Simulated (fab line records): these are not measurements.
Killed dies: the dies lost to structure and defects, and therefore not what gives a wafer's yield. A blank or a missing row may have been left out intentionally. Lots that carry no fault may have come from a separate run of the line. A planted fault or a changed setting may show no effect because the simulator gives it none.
A lot that was struck, set against a sound lot | flow sky130 | 43 out of 708 route steps
Sound: these wafers, L988.1, L988.2, L988.5. Wafers L102.2, L102.3, L102.6 were the ones struck. The cause is given at the end.
At each step with rows: each side's tool, then ch and its chambers, then its first start. Under that, the readings that differ: sound wafers | struck wafers | difference of the means | sigmas: that difference in standard deviations of wafers without a fault.
alike: a reading whose means differ by less than 2 such deviations, as well as words and numbers matching on both sides. not compared: withheld readings; readings where some wafer has no value; bounds like >300 that might hide an equal value; numbers whose values overlap and for which the record gives no deviation.
The two part at a step that has a row with sigmas, a row that says differs or no value, or rows on one side only. Non-overlapping numbers with no deviation appear without sigmas and do not part them. A reading missing from all wafers of one side parts the sides only when that side holds two or more wafers.

first, 4 steps without rows for these wafers: SKY_METAL2_SOFTBAKE_11 (time 90 s); SKY_METAL2_EXPOSE_12 (exposes mask MM2, target cd 140 nm); SKY_METAL2_PEB_13; SKY_METAL2_DEVELOP_14 (develop time 58.36 s).
SKY_METAL2_CD_MEAS_15: target cd 140 nm.
  sound: cd-sem-02 at day 35 11:43; struck: cd-sem-01 at day 40 00:29
  alike: cd-nm
SKY_METAL2_OVL_MEAS_16:
  sound: overlay-01 at day 35 11:50; struck: overlay-02 at day 40 00:35
  alike: METAL2_OVL
SKY_METAL2_DESCUM_17: chemistry O2, time 8 s.
  sound on rie-metal-04 ch 0,1, day 35 11:52; struck on rie-metal-01 ch 0, day 40 00:37
  alike: drypump-motor-current-A, oes-product-au
  not compared: rf-hours-counter-h
SKY_METAL2_ETCH_18: etches BARC in N2/H2, stops on SiO2, time 45.9 s, target depth 60 nm.
  sound on rie-metal-04 ch 0,1, day 35 11:53; struck on rie-metal-01 ch 0, day 40 00:42
  alike: drypump-motor-current-A, oes-product-au, throttle-valve-pct
  not compared: rf-hours-counter-h
then, 4 steps without rows for these wafers: SKY_METAL2_METAL_ETCH_19 (etches the open film in Cl2/BCl3, stops on SiO2, target depth 360 nm, time 78 s); SKY_METAL2_STRIP_20 (strips in O2/N2); SKY_METAL2_STRIP_21 (strips in post etch residue remover, time 1200 s); SKY_METAL2_CLEAN_22 (cleans in IPA, time 180 s).
SKY_METAL2_CLEAN_23: cleans in O3/DIW.
  sound on wet-bench-02 ch 2, day 35 12:35; struck on wet-bench-02 ch 1, day 40 01:32
then, 1 step without rows for these wafers: SKY_VIA2_HDPCVD_00 (deposits SiO2, target thk 1180 nm, time 196.7 s).
SKY_VIA2_THK_MEAS_01:
  sound: film-metro-04 at day 35 12:48; struck: film-metro-04 at day 40 01:46
  alike: VIA2_HDPCVD_THK
SKY_VIA2_CMP_02: polishes SiO2.
  sound on cmp-02 ch 0,3, day 35 12:52; struck on cmp-01 ch 2,3, day 40 01:49
  alike: motor-current-A, platen-rpm
SKY_VIA2_BOW_MEAS_03:
  sound: film-metro-04 at day 35 13:10; struck: film-metro-04 at day 40 02:08
  alike: VIA2_BOW
then, 8 steps without rows for these wafers: SKY_VIA2_DEHYDRATE_04 (time 60 s); SKY_VIA2_HMDS_05 (prime time 60 s); SKY_VIA2_COAT_06 (resist thk 60 nm); SKY_VIA2_COAT_07 (resist thk 450 nm); SKY_VIA2_SOFTBAKE_08 (time 90 s); SKY_VIA2_EXPOSE_09 (exposes mask VIM2, target cd 200 nm); SKY_VIA2_PEB_10; SKY_VIA2_DEVELOP_11 (develop time 60 s).
SKY_VIA2_CD_MEAS_12: target cd 200 nm.
  sound: cd-sem-02 at day 36 15:34; struck: cd-sem-02 at day 41 02:07
  reading    | sound             | struck            | difference | sigmas
  cd-nm (nm) | 201.7 202.0 201.5 | 198.2 197.4 196.8 | -4.3       | -3
SKY_VIA2_OVL_MEAS_13:
  sound: overlay-02 at day 36 15:41; struck: overlay-01 at day 41 02:13
  alike: VIA2_OVL
then, 8 steps without rows for these wafers: SKY_VIA2_ETCH_14 (etches BARC in N2/H2, stops on SiO2, time 45.9 s, target depth 60 nm); SKY_VIA2_ETCH_15 (etches SiO2 in C4F8/O2/Ar, stops on TiN, target depth 546 nm, time 84 s); SKY_VIA2_STRIP_16 (strips in O2/N2); SKY_VIA2_STRIP_17 (strips in post etch residue remover, time 1200 s); SKY_VIA2_CLEAN_18 (cleans in IPA, time 180 s); SKY_VIA2_CLEAN_19 (cleans in O3/DIW); SKY_VIA2_SPUTTER_20 (material TiN, target thk 20 nm, time 80 s); SKY_VIA2_CVD_21 (deposits W, target thk 420 nm, time 126.4 s).
SKY_VIA2_RS_MEAS_22: measurement is done with a four-point probe.
  sound: film-metro-02 at day 36 16:36; struck: film-metro-02 at day 41 03:19
  alike: VIA2_W_RS
SKY_VIA2_THK_MEAS_23: measures by xrf.
  sound: film-metro-02 at day 36 16:43; struck: film-metro-02 at day 41 03:25
  alike: VIA2_W_THK
then, 3 steps without rows for these wafers: SKY_VIA2_CMP_24 (polishes, stops on SiO2, t overpolish 20 s, target thk 0 nm); SKY_METAL3_SPUTTER_00 (material Ti, target thk 15 nm, time 10 s); SKY_METAL3_SPUTTER_01 (material TiN, target thk 20 nm, time 16.7 s).
SKY_METAL3_SPUTTER_02: material AlCu, target thk 735 nm, time 39.1 s.
  sound: pvd-sputter-01 at day 36 17:08; struck: pvd-sputter-02 at day 41 04:32
  alike: throttle-valve-pct
SKY_METAL3_SPUTTER_03: material Ti, target thk 5 nm, time 3.3 s.
  sound: pvd-sputter-01 at day 36 17:10; struck: pvd-sputter-02 at day 41 04:34
  alike: throttle-valve-pct
-- the record jumps here: 8 days lie between the struck wafers' starts before and after (it left off in module METAL3 and takes up again in module PAD_OPEN, whose first step shown is number 708 of the route) --
SKY_PAD_OPEN_PROBE_99:
  sound: prober-01 at day 46 02:16; struck: prober-01 at day 49 14:05
  reading                               | sound            | struck            | difference | sigmas
  defect-limited-yield (%)              | 81.3 82.1 85.0   | 76.6 74.6 77.2    | -6.7       | -4
  killed_at_M0_to_M3                    | 52 52 41         | 90 83 82          | +37        | +5
  killed-dies                           | 92 88 74         | 115 125 112       | +33        | +3
  sort_bin_5_function (%)               | 12.0 9.3 8.1     | 14.0 17.9 13.6    | +5.4       | +4
  sort-n-pass                           | 400 404 418      | 377 367 380       | -33        | -3
  sort-yield-pct (%)                    | 81.3 82.1 85.0   | 76.6 74.6 77.2    | -6.7       | -4
  model.etest.tester.sort-n-pass        | 400 404 418      | 377 367 380       | -33        |
  model.etest.tester.sort-yield-pct (%) | 81.3 82.11 84.96 | 76.63 74.59 77.24 | -6.64      |
  model.etest.tester.sort_bin_5_pct (%) | 11.99 9.35 8.13  | 14.02 17.89 13.62 | +5.35      |
  alike: killed_at_M4_up, killed-at-contacts, killed-at-front-end, killed-at-other, killed-on-rim, killed-open, killed-short, sort_bin_3_pad_short, sort_bin_6_memory
  not compared: model.etest.tester.sort_bin_3_pct

WHERE THEY PART
Earliest at SKY_VIA2_CD_MEAS_12; latest, in this record, at SKY_PAD_OPEN_PROBE_99.

WHY: the cause the simulator had injected
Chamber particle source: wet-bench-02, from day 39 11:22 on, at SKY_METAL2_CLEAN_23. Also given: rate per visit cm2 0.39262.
